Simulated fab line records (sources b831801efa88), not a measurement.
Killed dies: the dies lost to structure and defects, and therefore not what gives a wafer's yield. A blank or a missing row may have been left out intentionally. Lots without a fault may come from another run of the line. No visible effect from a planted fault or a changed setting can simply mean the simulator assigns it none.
Comparing a struck lot with a sound one + flow gf180mcu + 3 steps out of a route of 602
Sound: wafers L638.1, L638.3, L638.5. Wafers L630.4, L630.5, L630.6 were the ones struck. The cause comes at the end.
For every step that has rows: the tool of each side, followed by ch and its chambers, followed by its first start. Under that, the readings that differ: sound wafers + struck wafers + difference of the means + sigmas: that difference in standard deviations of wafers without a fault.
alike: readings whose means differ by less than 2 such deviations, and words and numbers that are the same on both sides. not compared: withheld readings, readings that some wafer has no value for, bounds like >300 that may hide the same value, and numbers for which the record gives no deviation and whose values overlap.
The two part at a step that has a row with sigmas, a row that says differs or no value, or rows on one side only. Numbers that don't overlap but have no deviation are shown without sigmas and don't part them. A reading that every wafer of one side lacks parts them only if that side has two wafers or more.

GF_STI_BOW_MEAS_00:
  struck on film metro-02, day 3 12:04; sound on film metro-02, day 5 04:00
| reading           | sound  | struck   | difference | sigmas |
|-------------------|--------|----------|------------|--------|
| INCOMING_BOW (um) | 4 8 23 | -3 -12 5 | -15        | -2     |
GF_STI_OXIDATION_01: stabilise 600 s, purge 300 s, target thk 10 nm.
  struck on furnace-02, day 3 12:26; sound on furnace-02 ch 0, day 5 04:40
  no value came back on the struck wafers for ox temp c (C), ox temp c max, spike tc bottom C (C), zone power lower pct (%); on the sound wafers ox temp c (C) reads 899.4 900.2 899.6
then, 1 step without rows for these wafers: GF_STI_CVD_03 (deposits Si3N4 from DCS/NH3, target thk 207.16 nm, time 3551 s).

== WHERE THEY PART ==
Last at GF_STI_OXIDATION_01 as far as this record goes, first at GF_STI_BOW_MEAS_00.

WHY: the cause the simulator had injected
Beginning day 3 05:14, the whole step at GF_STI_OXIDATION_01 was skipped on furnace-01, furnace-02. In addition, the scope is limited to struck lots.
